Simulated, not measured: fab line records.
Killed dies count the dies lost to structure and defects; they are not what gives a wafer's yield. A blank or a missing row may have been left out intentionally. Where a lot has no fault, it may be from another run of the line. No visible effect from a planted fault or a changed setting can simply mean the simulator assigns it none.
fab line records    flow sfqLine
[record] lots = 7  wafers = 21  lastDay = 84
route steps=325 shown I4@163
lots with no fault: from the same line, run without faults
startH: start of the lot's first displayed wafer, in hours after the record's first day    waitH: hours from the lot's prior step to this one    " repeats the value in the row above    L1.1+2: one row covering several wafers at once    - no value present, or no start provided    * or withheld: withheld    < > ~ a bound
route shown NAME@n: names a module that has steps shown in the file, with the first one's number in the route    usual: mean/standard deviation taken from wafers without a fault    same: alike in all rows    chamber/n: place in a boat    sites: each site's reading    _std_site: standard deviation across them    _edge_site: outer sites' mean less inner sites'    radiusMm: how far each site lies from the wafer's centre    mask NAME#n: copy n    behind: the tool/chamber that last shaped the wafer    hold: what put the lot on hold/how long, in hours/how the hold closed    device: transistor that didn't switch, given as n, p or np    end of line: the tests these same wafers got at the end of their route    where a step has no rows: the recipe by itself    killed: not the wafer's yield, but the dies lost to structure and defects at the first sort    map: the dies of a wafer, with x for killed, . for not killed, _ for no die there
set.NAME: the setting the step ran with; set.NAME@STEP: the setting that earlier step ran with    model.NAME: the simulator's own value behind a step, which no gauge read
certain route steps with their lots: each step a table, each wafer a row
services: the hour from which a tool's chamber was out of use, counted from the record's first day as startH (under 0 if before that day), plus the number of hours and why
[[steps]]
[step SFQ_TRILAYER_I4_DEP_PECVD_099]
[recipe] material = SiO2  tempC = 150  timeS = 111.11  pressureTorr = 2.4  rfW = 183.3  precursor = SiH4/N2O  targetThkNm = 500
[usual] heaterPowerW = 97/22  showerheadVppV = 848/31  throttleValvePct = 25.7/1.8
[same] timeS = 111.11
lot.wafer  tool      chamber  startH   waitH  heaterPowerW  showerheadVppV  throttleValvePct
L863.1     pecvd-03  1        797.17   0.0    76            861             26.1
L863.2     "         0        "        "      127           832             26.6
L863.3     "         2        "        "      73            797             29.1
L865.1     pecvd-02  0        818.60   0.0    113           854             26.0
L865.2     "         1        "        "      116           859             27.5
L865.4     "         1        "        "      120           865             27.2
L866.3     pecvd-03  2        835.40   0.0    78            797             29.1
L866.4     "         1        "        "      83            856             26.2
L866.6     "         0        "        "      135           842             26.5
L872.3     pecvd-03  0        974.36   0.0    136           839             22.4
L872.4     "         0        "        "      137           836             22.4
L872.5     "         2        "        "      72            794             25.1
L878.1     pecvd-02  1        1081.59  0.0    112           859             27.6
L878.2     "         2        "        "      97            860             26.3
L878.3     "         0        "        "      103           864             26.3
L879.2     pecvd-02  2        1093.07  0.0    104           879             26.3
L879.3     "         1        "        "      115           871             27.6
L879.4     "         0        "        "      108           855             26.1
L880.1     pecvd-02  2        1096.68  0.0    92            869             26.2
L880.3     "         1        "        "      127           858             27.5
L880.6     "         0        "        "      123           849             26.2
[step SFQ_TRILAYER_I4_CMP_CMP_100]
[recipe] material = SiO2  downForcePsi = 3  platenRpm = 60  padVelocityMS = 0.94248
[usual] motorCurrentA = 10.3/1.1  timeToEndpointS = 216/6.7
lot.wafer  tool    chamber  startH   waitH  motorCurrentA  timeToEndpointS
L863.3     cmp-01  2        820.09   22.9   8.4            196
L863.2     "       3        "        "      9.4            205
L863.1     "       0        "        "      11.8           212
L865.1     cmp-02  0        844.47   25.8   10.6           222
L865.2     "       1        "        "      10.6           219
L865.4     "       3        845.97   27.3   10.8           221
L866.4     cmp-01  2        858.37   22.9   8.6            204
L866.3     "       3        "        "      9.6            199
L866.6     "       0        "        "      11.6           213
L872.3     cmp-01  1        979.74   5.3    10.1           215
L872.4     "       2        "        "      8.6            215
L872.5     "       2        982.24   7.8    9.0            217
L878.1     cmp-01  1        1082.60  1.0    9.1            221
L878.3     "       3        1083.60  2.0    10.0           212
L878.2     "       0        "        "      12.0           213
L879.2     cmp-01  3        1105.10  12.0   9.6            213
L879.4     "       0        "        "      12.0           214
L879.3     "       1        "        "      9.4            209
L880.3     cmp-02  0        1111.05  14.3   11.3           220
L880.1     "       3        1112.55  15.8   10.0           212
L880.6     "       0        "        "      10.2           224
[step SFQ_I4_BOW_MEAS_927]
[recipe] mode = bow
[usual] I4_BOW = 6/12
lot.wafer  tool          chamber  startH   waitH  I4_BOW[um]
L863.1     filmMetro-03  -        822.59   1.0    -1
L863.2     "             -        "        "      -14
L863.3     "             -        "        "      -10
L865.1     filmMetro-03  -        847.47   2.5    -12
L865.2     "             -        "        "      -18
L865.4     "             -        "        "      -13
L866.3     filmMetro-02  -        860.41   1.0    -7
L866.4     "             -        "        "      -5
L866.6     "             -        "        "      -7
L872.3     filmMetro-02  -        982.78   2.5    21
L872.4     "             -        "        "      19
L872.5     "             -        "        "      14
L878.1     filmMetro-01  -        1085.60  2.5    14
L878.2     "             -        "        "      20
L878.3     "             -        "        "      7
L879.2     filmMetro-03  -        1107.62  2.0    -9
L879.3     "             -        "        "      -16
L879.4     "             -        "        "      -20
L880.1     filmMetro-02  -        1114.05  1.0    15
L880.3     "             -        "        "      6
L880.6     "             -        "        "      3
[step SFQ_TRILAYER_I4_METRO_MEASURE_101]
[usual] thkNm = 200.2/1.2
lot.wafer  tool          chamber  startH   waitH  thkNm
L863.1     filmMetro-03  -        822.71   0.1    198.3
L863.2     "             -        "        "      197.8
L863.3     "             -        "        "      197.2
L865.1     filmMetro-03  -        847.59   0.1    200.8
L865.2     "             -        "        "      200.3
L865.4     "             -        "        "      201.0
L866.3     filmMetro-02  -        860.89   0.5    199.9
L866.4     "             -        "        "      198.4
L866.6     "             -        "        "      200.2
L872.3     filmMetro-02  -        983.26   0.5    200.0
L872.4     "             -        "        "      199.7
L872.5     "             -        "        "      199.7
L878.1     filmMetro-01  -        1085.72  0.1    199.0
L878.2     "             -        "        "      199.6
L878.3     "             -        "        "      199.0
L879.2     filmMetro-03  -        1107.92  0.3    200.0
L879.3     "             -        "        "      200.5
L879.4     "             -        "        "      200.4
L880.1     filmMetro-02  -        1114.17  0.1    200.2
L880.3     "             -        "        "      200.3
L880.6     "             -        "        "      200.0
[step SFQ_TRILAYER_I4_VIA_LITHO_COAT_108]
[recipe] resist = BARC  spinRpm = 3000  resistThkNm = 62.37
[step SFQ_TRILAYER_I4_VIA_LITHO_COAT_103]
[recipe] resist = KrF  spinRpm = 3000  resistThkNm = 650
[step SFQ_TRILAYER_I4_VIA_LITHO_SOFTBAKE_107]
[recipe] tempC = withheld  timeS = withheld  resist = KrF
[step SFQ_TRILAYER_I4_VIA_LITHO_EXPOSE_104]
[recipe] maskId = I4  na = 0.6  sourceShape = conventional  sigmaOuter = 0.65  targetCdNm = 700  doseMj = 21.3
[step SFQ_TRILAYER_I4_VIA_LITHO_PEB_106]
[recipe] pebTempC = 115  pebTimeS = 60  resist = KrF
[step SFQ_TRILAYER_I4_VIA_LITHO_DEVELOP_105]
[recipe] timeS = 60  resist = KrF
[step SFQ_I4_OVL_MEAS_928]
[usual] I4_OVL = -4/5.7
lot.wafer  tool        chamber  startH   waitH  I4_OVL[nm]
L863.1     overlay-02  -        896.92   0.1    -2
L863.2     "           -        "        "      2
L863.3     "           -        "        "      -8
L865.1     overlay-01  -        908.30   0.1    -1
L865.2     "           -        "        "      1
L865.4     "           -        "        "      0
L866.3     overlay-01  -        916.72   0.1    -1
L866.4     "           -        "        "      -2
L866.6     "           -        "        "      4
L872.3     overlay-01  -        995.47   0.1    1
L872.4     "           -        "        "      -8
L872.5     "           -        "        "      0
L878.1     overlay-01  -        1216.67  0.1    -11
L878.2     "           -        "        "      -9
L878.3     "           -        "        "      -14
L879.2     overlay-01  -        1238.53  0.1    9
L879.3     "           -        "        "      6
L879.4     "           -        "        "      8
L880.1     overlay-01  -        1248.12  0.1    -14
L880.3     "           -        "        "      -15
L880.6     "           -        "        "      -7
[step SFQ_TRILAYER_I4_VIA_BARC_OPEN_VIA_ETCH_146]
[recipe] maskMaterial = PR  chemistry = O2  targetDepthNm = 125  target = BARC  sourceW = 500  biasW = 77.72  pressureMtorr = 30  timeS = 41.7
[usual] biasW = 77.75/0.24  drypumpMotorCurrentA = 5.67/0.24  oesProductAu = 0.687/0.0046
[same] timeS = 41.7
lot.wafer  tool        chamber  startH   waitH  biasW  drypumpMotorCurrentA  oesProductAu  rfHoursCounterH
L863.1     rieDiel-03  1        896.95   0.0    77.93  5.69                  0.684         5
L863.2     "           0        "        "      77.83  5.44                  0.688         4
L863.3     "           3        "        "      77.48  5.82                  0.692         15
L865.1     rieDiel-03  0        908.34   0.0    77.50  5.44                  0.685         5
L865.2     "           1        "        "      77.77  5.62                  0.690         5
L865.4     "           3        "        "      77.35  5.80                  0.693         15
L866.3     rieDiel-03  2        916.74   0.0    77.18  5.75                  0.681         5
L866.4     "           1        "        "      77.62  5.62                  0.687         -
L866.6     "           2        "        "      77.93  5.77                  0.684         -
L872.3     rieDiel-04  3        995.49   0.0    77.98  5.81                  0.685         6
L872.4     "           3        "        "      77.78  5.81                  0.683         -
L872.5     "           0        "        "      77.61  5.70                  0.695         -
L878.1     rieDiel-01  0        1216.71  0.0    78.06  6.09                  0.692         17
L878.2     "           2        "        "      77.84  5.79                  0.691         20
L878.3     "           1        "        "      77.87  5.08                  0.689         13
L879.2     rieDiel-03  3        1238.56  0.0    77.40  5.80                  0.682         20
L879.3     "           1        "        "      78.16  5.61                  0.687         11
L879.4     "           0        "        "      77.81  5.43                  0.695         9
L880.1     rieDiel-01  1        1248.16  0.0    77.69  5.07                  0.683         13
L880.3     "           0        "        "      77.87  6.08                  0.692         17
L880.6     "           2        "        "      77.82  5.80                  0.689         -
[step SFQ_TRILAYER_I4_VIA_ETCH_VIA_ETCH_106]
[recipe] target = SiO2  stopOn = Nb  maskMaterial = PR  taperDeg = 20  chemistry = CHF3  targetDepthNm = 260  sourceW = 500  biasW = 80  pressureMtorr = 30  timeS = withheld
[usual] biasW = 79.99/0.23  drypumpMotorCurrentA = 5.68/0.24  oesProductAu = 0.854/0.0053
lot.wafer  tool        chamber  startH   waitH  biasW  drypumpMotorCurrentA  oesProductAu  model.Nb_of_TRILAYER_M4_DEP_SPUTTER_091.thkNm
L863.1     rieDiel-03  1        896.99   0.0    93.71  5.61                  0.844         197.6
L863.2     "           0        "        "      93.54  5.44                  0.846         196.9
L863.3     "           3        "        "      94.30  5.78                  0.848         198.4
L865.1     rieDiel-03  0        908.38   0.0    94.23  5.44                  0.851         198.6
L865.2     "           1        "        "      93.87  5.65                  0.851         199.8
L865.4     "           3        "        "      94.11  5.80                  0.851         199.1
L866.3     rieDiel-03  2        916.78   0.0    93.62  5.77                  0.854         196.3
L866.4     "           1        "        "      93.97  5.59                  0.849         197.9
L866.6     "           2        "        "      93.66  5.76                  0.857         197.3
L872.3     rieDiel-04  3        995.53   0.0    79.95  5.78                  0.851         203
L872.4     "           3        "        "      79.91  5.83                  0.852         201.3
L872.5     "           0        "        "      79.89  5.68                  0.854         202.5
L878.1     rieDiel-01  0        1216.75  0.0    79.94  6.06                  0.850         200.5
L878.2     "           2        "        "      79.92  5.80                  0.855         199
L878.3     "           1        "        "      80.20  5.04                  0.856         199.9
L879.2     rieDiel-03  3        1238.60  0.0    79.94  5.80                  0.857         200.8
L879.3     "           1        "        "      79.97  5.63                  0.853         202.2
L879.4     "           0        "        "      80.37  5.46                  0.858         202.9
L880.1     rieDiel-01  1        1248.20  0.0    79.87  5.05                  0.857         199.6
L880.3     "           0        "        "      79.75  6.07                  0.854         199.1
L880.6     "           2        "        "      79.89  5.82                  0.850         197.8
[step SFQ_TRILAYER_I4_VIA_STRIP_STRIP_107]
[recipe] gas = O2  powerW = 200  platenTempC = 40  overashFraction = 0.65  chemistry = O2  pressureMtorr = 50
[usual] drypumpMotorCurrentA = 5.3/0.38  oesProductAu = 0.998/0.0072
lot.wafer  tool         chamber  startH   waitH  drypumpMotorCurrentA  oesProductAu  rfHoursCounterH
L863.1     rieMetal-01  0        897.11   -      5.9                   0.990         107
L863.2     "            1        "        "      5.5                   1.002         72
L863.3     "            1        "        "      5.5                   0.994         -
L865.1     rieMetal-02  0        908.49   -      4.7                   1.000         111
L865.2     "            1        "        "      5.4                   1.004         102
L865.4     "            1        "        "      5.4                   1.005         -
L866.3     rieMetal-03  0        917.09   -      5.5                   0.999         -
L866.4     "            1        "        "      5.3                   0.999         -
L866.6     "            1        "        "      5.3                   0.997         -
L872.3     rieMetal-01  0        995.84   -      5.9                   1.004         -
L872.4     "            1        "        "      5.5                   1.003         -
L872.5     "            1        "        "      5.5                   0.999         -
L878.1     rieMetal-02  0        1216.86  -      4.7                   0.993         152
L878.2     "            0        "        "      4.7                   0.999         -
L878.3     "            0        "        "      4.7                   0.995         -
L879.2     rieMetal-03  0        1238.71  -      5.5                   1.008         122
L879.3     "            0        "        "      5.5                   1.003         -
L879.4     "            1        "        "      5.3                   1.008         -
L880.1     rieMetal-01  1        1248.31  -      5.5                   0.989         120
L880.3     "            1        "        "      5.5                   0.982         -
L880.6     "            1        "        "      5.5                   0.987         -
[[services]]
tool        chamber  startH   hours  kind
rieDiel-01  -        773.64   2.8    pm
rieDiel-01  2        794.71   9.1    repair
rieDiel-01  0        801.47   7.2    repair
rieDiel-03  1        805.56   3.9    repair
cmp-01      -        817.15   2.4    repair
pecvd-02    2        827.23   6.8    repair
rieDiel-03  3        833.04   13.4   repair
rieDiel-01  -        845.03   0.6    repair
cmp-01      -        866.27   2.3    repair
cmp-01      -        874.61   4.4    pm
rieDiel-03  0        913.36   3.7    repair
cmp-01      -        959.70   0.8    repair
rieDiel-03  3        964.87   37.9   repair
cmp-01      -        969.11   1.6    repair
rieDiel-03  0        974.59   1.7    repair
cmp-01      -        1019.52  22.1   repair
rieDiel-03  -        1026.69  2.8    pm
cmp-01      -        1050.63  4.3    pm
cmp-01      -        1091.60  4.0    pm
rieDiel-03  0        1122.19  8.6    repair
rieDiel-03  3        1127.33  3.9    repair
rieDiel-03  1        1140.85  8.7    repair
cmp-01      -        1156.54  0.3    repair
cmp-01      -        1195.59  1.4    repair
[[key]]
[firstSign] step = SFQ_TRILAYER_I4_VIA_ETCH_VIA_ETCH_106  reading = biasW  direction = up  sigmas = 61  usual = 79.99  struck = 93.89
effect none on later readings
[modelEffect] step = SFQ_TRILAYER_I4_VIA_ETCH_VIA_ETCH_106  value = Nb_of_TRILAYER_M4_DEP_SPUTTER_091.thkNm  without = 199.4  struck = 198
metAt SFQ_TRILAYER_I4_VIA_ETCH_VIA_ETCH_106
struckWafers L863.1,L863.2,L863.3,L865.1,L865.2,L865.4,L866.3,L866.4,L866.6
[fault] kind = processParameterDrift  tool = rieDiel-03  chamber = -  onsetH = 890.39  steps = SFQ_TRILAYER_I4_VIA_ETCH_VIA_ETCH_106  channel = biasW  offset = 13.955  shape = step  endH = 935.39  actsIn = theseRecipesOnly  stated = 80
